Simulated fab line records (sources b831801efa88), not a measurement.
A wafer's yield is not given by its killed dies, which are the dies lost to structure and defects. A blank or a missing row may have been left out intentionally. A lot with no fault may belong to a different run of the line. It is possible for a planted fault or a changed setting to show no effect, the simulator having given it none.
Chamber matching / flow sfq line / pecvd-02 running SFQ_TRILAYER_L0_CAP_PECVD_011: 3 sister chambers
The step deposits SiO2 from SiH4/N2O, time 13.333 s, target thk 60 nm. 3 wafers are shown with their chamber, then 7 later ones without.

## WAFERS, EACH WITH ITS CHAMBER
wafer=L603.4; chamber=0; throttle valve pct (%)=28.6
wafer=L604.1; chamber=2; throttle valve pct (%)=23.9
wafer=L604.2; chamber=1; throttle valve pct (%)=25.1

## WAFERS MISSING THEIR CHAMBER
wafer=L604.4; throttle valve pct (%)=24.3
wafer=L613.2; throttle valve pct (%)=28.6
wafer=L613.4; throttle valve pct (%)=25.0
wafer=L613.5; throttle valve pct (%)=28.3
wafer=L616.1; throttle valve pct (%)=24.2
wafer=L616.3; throttle valve pct (%)=24.9
wafer=L616.5; throttle valve pct (%)=24.3

## CHAMBER TAKEN BY EACH
wafer=L604.4; from the rows above=can't be placed: 2 or 1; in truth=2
wafer=L613.2; from the rows above=0; in truth=0
wafer=L613.4; from the rows above=1; in truth=1
wafer=L613.5; from the rows above=0; in truth=0
wafer=L616.1; from the rows above=2; in truth=2
wafer=L616.3; from the rows above=1; in truth=1
wafer=L616.5; from the rows above=can't be placed: 2 or 1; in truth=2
Correct placement for 5 of the 7. Can't be placed from these rows: 2 (the true chamber is among the candidates in 2). Placed wrongly: 0.
How it was worked out, from the rows above alone: a wafer's distance from a chamber is the root of the sum, over the readings, of the square of ((its reading less the chamber's mean) divided by the reading's scatter). If the next closest chamber is less than 2 further off than the closest, the wafer can't be placed; otherwise it belongs to the closest. Each chamber's mean is taken over the wafers shown for it. The scatter: with one shown wafer a chamber, the root of the mean of the squares of how far each hidden wafer lies from its nearest shown one.
